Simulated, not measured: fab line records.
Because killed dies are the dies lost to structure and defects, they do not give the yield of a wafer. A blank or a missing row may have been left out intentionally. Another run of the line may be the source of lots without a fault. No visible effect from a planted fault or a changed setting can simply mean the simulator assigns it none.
Matching of chambers    flow sky130    SKY_FIELD_ISO_ETCH_15 on rieDiel-04 has 4 sister chambers
The step etches the open film in CHF3/O2, stops on Si, target depth 180 nm, time 72 s. 14 wafers are shown with their chamber, then 7 later ones without.

## WAFERS, EACH WITH ITS CHAMBER
wafer   chamber  oesProductAu (a.u.)  throttleValvePct (%)
L074.1  3        0.924                8.843
L074.3  2        0.933                8.843
L074.5  1        0.937                8.833
L079.1  3        0.947                8.831
L079.3  2        0.949                8.842
L079.4  0        0.953                8.842
L086.1  3        0.948                8.855
L086.3  1        0.952                8.847
L086.5  1        0.957                8.843
L087.1  1        0.941                8.840
L087.3  2        0.945                8.855
L087.6  1        0.945                8.829
L088.2  1        0.934                8.856
L088.3  2        0.935                8.852

SIGNATURES (averages over the wafers above)
reading           chamber 0  chamber 1  chamber 2  chamber 3  scatter within a chamber
oesProductAu      0.95300    0.94433    0.94050    0.93967    0.00969
throttleValvePct  8.84200    8.84133    8.84800    8.84300    0.00942
Rule: for a wafer and a chamber, the distance is found by dividing, reading by reading, the gap between the wafer's reading and the chamber's mean by the reading's scatter, squaring, summing and taking the root. The wafer belongs to the nearest chamber; if the next one is less than 2 further off, it can't be placed. The scatter: the root of (the sum of the squares of (reading less its chamber's mean) over the shown wafers, divided by (wafers less chambers)).

## WAFERS WITHOUT THEIR CHAMBER
wafer   oesProductAu (a.u.)  throttleValvePct (%)
L088.4  0.943                8.846
L092.2  0.932                8.858
L092.4  0.934                8.860
L092.5  0.938                8.851
L096.2  0.944                8.854
L096.3  0.941                8.856
L096.6  0.938                8.860

## CHAMBER TAKEN BY EACH
wafer   from the rows above                in truth
L088.4  can't be placed: 2 or 3 or 1 or 0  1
L092.2  can't be placed: 2 or 3 or 1 or 0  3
L092.4  can't be placed: 2 or 3 or 1 or 0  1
L092.5  can't be placed: 2 or 3 or 1 or 0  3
L096.2  can't be placed: 2 or 3 or 1 or 0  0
L096.3  can't be placed: 2 or 3 or 1 or 0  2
L096.6  can't be placed: 2 or 3 or 1 or 0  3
Placed correctly: 0 of 7. Unplaceable from these rows: 7, with the true chamber sitting among the candidates in 7. 0 placed wrongly.
